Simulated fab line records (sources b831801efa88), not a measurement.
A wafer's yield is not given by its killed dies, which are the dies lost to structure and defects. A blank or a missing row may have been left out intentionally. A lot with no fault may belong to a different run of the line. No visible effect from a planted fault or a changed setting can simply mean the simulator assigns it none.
Which tool did it? | flow gf180mcu | Sampling: 12 lots, 36 wafers, 5 of 602 route steps

## WHAT EACH GAUGE READ, for each wafer
The record holds no reading of a measuring or inspecting step that can be judged against a usual standard deviation.

## EACH LOT AND THE TOOL THAT RAN IT (in order: tool; ch and the chambers of the sampled wafers; start)
lot  | GF_MVPSD_COAT_02                | GF_MVPSD_STRIP_10                  | GF_DUAL_GATE_STRIP_13               | GF_CONTACT_CMP_04             | GF_CONTACT_CVD_24
L335 | lithoTrack-02 ch 0, day 4 16:53 | plasmaAsher-03 ch 0,1, day 5 00:20 | plasmaAsher-03 ch 0,1, day 8 06:34  | cmp-02 ch 1,2, day 15 01:28   | cvdW-02 ch 0,1, day 15 23:57
L336 | lithoTrack-01 ch 0, day 4 22:08 | plasmaAsher-04 ch 0,1, day 5 05:53 | plasmaAsher-02 ch 1, day 8 14:50    | cmp-02 ch 1,2,3, day 15 10:44 | cvdW-02 ch 0, day 16 09:44
L338 | lithoTrack-03 ch 0, day 5 08:51 | plasmaAsher-02 ch 0,1, day 5 16:20 | plasmaAsher-02 ch 0,1, day 8 23:59  | cmp-01 ch 0,2,3, day 16 00:25 | cvdW-01 ch 0,1, day 16 23:47
L339 | lithoTrack-02 ch 0, day 5 18:29 | plasmaAsher-02 ch 0,1, day 6 02:20 | plasmaAsher-02 ch 0,1, day 9 13:37  | cmp-02 ch 1,2,3, day 16 15:40 | cvdW-02 ch 0,1, day 17 15:04
L340 | lithoTrack-01 ch 0, day 5 21:35 | plasmaAsher-03 ch 0,1, day 6 05:19 | plasmaAsher-01 ch 0,1, day 9 17:33  | cmp-01 ch 1,2,3, day 16 21:17 | cvdW-02 ch 0,1, day 17 21:12
L345 | lithoTrack-02 ch 0, day 7 08:03 | plasmaAsher-04 ch 0,1, day 7 15:59 | plasmaAsher-01 ch 0,1, day 11 08:39 | cmp-02 ch 0,2, day 19 00:38   | cvdW-01 ch 0,1, day 20 02:06
L346 | lithoTrack-01 ch 0, day 7 12:17 | plasmaAsher-02 ch 0,1, day 7 20:48 | plasmaAsher-03 ch 0,1, day 11 13:35 | cmp-01 ch 2,3, day 19 08:02   | cvdW-01 ch 0,1, day 20 09:50
L347 | lithoTrack-01 ch 0, day 7 17:17 | plasmaAsher-03 ch 0,1, day 8 02:05 | plasmaAsher-02 ch 0,1, day 11 20:33 | cmp-02 ch 1,2,3, day 19 15:05 | cvdW-01 ch 0,1, day 20 16:07
L350 | lithoTrack-01 ch 0, day 8 08:53 | plasmaAsher-03 ch 0,1, day 8 18:05 | plasmaAsher-03 ch 0, day 12 15:12   | cmp-01 ch 0,2,3, day 20 13:58 | cvdW-02 ch 0,1, day 21 15:00
L352 | lithoTrack-03 ch 0, day 8 22:25 | plasmaAsher-03 ch 0,1, day 9 06:25 | plasmaAsher-02 ch 0,1, day 13 04:39 | cmp-01 ch 0,2, day 21 05:26   | cvdW-02 ch 0,1, day 22 06:28
L353 | lithoTrack-03 ch 0, day 9 01:29 | plasmaAsher-03 ch 0,1, day 9 10:42 | plasmaAsher-02 ch 0,1, day 13 09:53 | cmp-02 ch 0,2, day 21 12:08   | cvdW-01 ch 0,1, day 22 12:59
L354 | lithoTrack-03 ch 0, day 9 10:14 | plasmaAsher-02 ch 0,1, day 9 19:25 | plasmaAsher-01 ch 0,1, day 13 20:39 | cmp-01 ch 2,3, day 22 01:02   | cvdW-02 ch 0,1, day 23 01:05
- GF_MVPSD_COAT_02: resist thk 3000 nm.
- GF_MVPSD_STRIP_10: strips in O2/N2.
- GF_DUAL_GATE_STRIP_13: strips in O2/N2.
- GF_CONTACT_CMP_04: polishes SiO2.
- GF_CONTACT_CVD_24: deposits W, target thk 300 nm, time 90.339 s.

## WHAT THE TOOLS THEMSELVES READ (means of the sampled wafers that have a number; where no wafer has one, the mark that the record gives instead)
GF_MVPSD_COAT_02. Usual: chillPlateTempC at 23.00 C, with a standard deviation of 0.1.
lot  | tool          | chillPlateTempC (C) | flag
L335 | lithoTrack-02 | 23.02               | 
L336 | lithoTrack-01 | 22.91               | 
L338 | lithoTrack-03 | 23.07               | 
L339 | lithoTrack-02 | 23.04               | 
L340 | lithoTrack-01 | 23.00               | 
L345 | lithoTrack-02 | 23.09               | 
L346 | lithoTrack-01 | 23.06               | 
L347 | lithoTrack-01 | 23.03               | 
L350 | lithoTrack-01 | 22.99               | 
L352 | lithoTrack-03 | 22.99               | 
L353 | lithoTrack-03 | 23.01               | 
L354 | lithoTrack-03 | 23.01               | 

GF_MVPSD_STRIP_10. Usual: drypumpMotorCurrentA 5.9 A, standard deviation 0.3; heaterPowerW 326 W, standard deviation 46; oesProductAu 0.723 a.u., standard deviation 0.0047; stripTimeToEndpointS 36.99 s, standard deviation 0.12.
lot  | tool           | drypumpMotorCurrentA (A) | heaterPowerW (W) | oesProductAu (a.u.) | stripTimeToEndpointS (s) | flag
L335 | plasmaAsher-03 | 6.0                      | 277              | 0.720               | 36.87                    | 
L336 | plasmaAsher-04 | 5.6                      | 348              | 0.720               | 36.98                    | 
L338 | plasmaAsher-02 | 5.8                      | 367              | 0.725               | 36.99                    | 
L339 | plasmaAsher-02 | 5.9                      | 362              | 0.719               | 36.95                    | 
L340 | plasmaAsher-03 | 6.1                      | 295              | 0.719               | 36.83                    | 
L345 | plasmaAsher-04 | 5.6                      | 332              | 0.722               | 37.02                    | 
L346 | plasmaAsher-02 | 5.8                      | 371              | 0.722               | 37.02                    | 
L347 | plasmaAsher-03 | 6.0                      | 280              | 0.727               | 34.43                    | OFF
L350 | plasmaAsher-03 | 6.0                      | 273              | 0.717               | 34.46                    | OFF
L352 | plasmaAsher-03 | 6.1                      | 288              | 0.725               | 36.92                    | 
L353 | plasmaAsher-03 | 6.1                      | 292              | 0.720               | 36.91                    | 
L354 | plasmaAsher-02 | 5.8                      | 366              | 0.725               | 36.89                    | 

GF_DUAL_GATE_STRIP_13. Usual: drypumpMotorCurrentA 5.9 A, standard deviation 0.46; heaterPowerW 324 W, standard deviation 48; oesProductAu 0.716 a.u., standard deviation 0.0042; stripTimeToEndpointS 12.62 s, standard deviation 0.038.
lot  | tool           | drypumpMotorCurrentA (A) | heaterPowerW (W) | oesProductAu (a.u.) | stripTimeToEndpointS (s) | flag
L335 | plasmaAsher-03 | 6.0                      | 287              | 0.713               | 12.67                    | 
L336 | plasmaAsher-02 | 6.2                      | 344              | 0.713               | 12.61                    | 
L338 | plasmaAsher-02 | 5.8                      | 371              | 0.715               | 12.62                    | 
L339 | plasmaAsher-02 | 5.8                      | 372              | 0.715               | 12.65                    | 
L340 | plasmaAsher-01 | 5.3                      | 353              | 0.713               | 12.62                    | 
L345 | plasmaAsher-01 | 5.3                      | 345              | 0.714               | 12.60                    | 
L346 | plasmaAsher-03 | 6.0                      | 279              | 0.717               | 12.60                    | 
L347 | plasmaAsher-02 | 6.0                      | 359              | 0.715               | 12.65                    | 
L350 | plasmaAsher-03 | 6.0                      | 269              | 0.714               | 12.64                    | 
L352 | plasmaAsher-02 | 6.0                      | 352              | 0.713               | 12.60                    | 
L353 | plasmaAsher-02 | 5.9                      | 353              | 0.715               | 12.61                    | 
L354 | plasmaAsher-01 | 6.0                      | 378              | 0.716               | 12.68                    | 

GF_CONTACT_CMP_04. Usual: motorCurrentA 12.7 A, standard deviation 1.3; platenRpm 60.00 rpm, standard deviation 0.04; slurryFlowMlMin 150.0, standard deviation 0.44; timeToEndpointS 110 s, standard deviation 5.9.
lot  | tool   | motorCurrentA (A) | platenRpm (rpm) | slurryFlowMlMin | timeToEndpointS (s) | flag
L335 | cmp-02 | 14.1              | 59.97           | 149.7           | 109                 | 
L336 | cmp-02 | 13.8              | 60.04           | 149.5           | 119                 | 
L338 | cmp-01 | 12.5              | 59.93           | 150.5           | 108                 | 
L339 | cmp-02 | 13.1              | 60.02           | 150.0           | 118                 | 
L340 | cmp-01 | 13.3              | 60.00           | 150.1           | 110                 | 
L345 | cmp-02 | 12.3              | 59.97           | 150.3           | 110                 | 
L346 | cmp-01 | 14.1              | 60.00           | 150.6           | 114                 | 
L347 | cmp-02 | 13.0              | 59.99           | 150.2           | 104                 | 
L350 | cmp-01 | 12.9              | 59.97           | 149.9           | 117                 | 
L352 | cmp-01 | 13.2              | 59.97           | 149.8           | 114                 | 
L353 | cmp-02 | 12.4              | 60.00           | 149.7           | 106                 | 
L354 | cmp-01 | 12.9              | 59.99           | 149.9           | 114                 | 

GF_CONTACT_CVD_24. Usual: heaterPowerOuterW 543 W, standard deviation 60; heaterPowerW 873 W, standard deviation 95; susceptorTempC 400.06 C, standard deviation 0.22.
lot  | tool    | heaterPowerOuterW (W) | heaterPowerW (W) | susceptorTempC (C) | flag
L335 | cvdW-02 | 583                   | 945              | 399.91             | 
L336 | cvdW-02 | 632                   | 1028             | 400.12             | 
L338 | cvdW-01 | 575                   | 890              | 400.03             | 
L339 | cvdW-02 | 575                   | 956              | 400.13             | 
L340 | cvdW-02 | 528                   | 898              | 400.12             | 
L345 | cvdW-01 | 518                   | 798              | 399.94             | 
L346 | cvdW-01 | 519                   | 809              | 400.06             | 
L347 | cvdW-01 | 535                   | 813              | 399.86             | 
L350 | cvdW-02 | 584                   | 949              | 400.08             | 
L352 | cvdW-02 | 578                   | 965              | 400.00             | 
L353 | cvdW-01 | 516                   | 808              | 400.03             | 
L354 | cvdW-02 | 580                   | 956              | 400.19             | 

## THE ANSWER, worked out from the rows above alone
Rule: lot off if the mean of its wafers having a number is beyond 3 standard deviations from the usual mean. A lot without any number at a reading at which 4 lots or more have one is off too. Any other lot the step has rows for is counted as sound. After the gauges, taken in route order, come the tools' own readings; for these a lot's mean is taken, as printed above. At the first step where some lot is off, the reading lying furthest off is the one used; lots without a number count as furthest.
Off, at GF_MVPSD_STRIP_10 on stripTimeToEndpointS: L347, L350.
A tool fits if, at that step or a process step before it, it ran every lot that is off, and no sound lot after the first of them. One fits: GF_MVPSD_COAT_02 on lithoTrack-01. A fault onset in the window from L346 (day 7 12:17, its last sound lot) to L347 (day 7 17:17, its first lot off) fits.

## WHAT HAD BEEN PUT IN BY THE SIMULATOR
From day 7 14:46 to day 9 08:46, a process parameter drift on lithoTrack-01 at GF_MVPSD_COAT_02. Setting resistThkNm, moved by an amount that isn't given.
Shown lots that were struck: L347, L350. Same finding as the rule above.
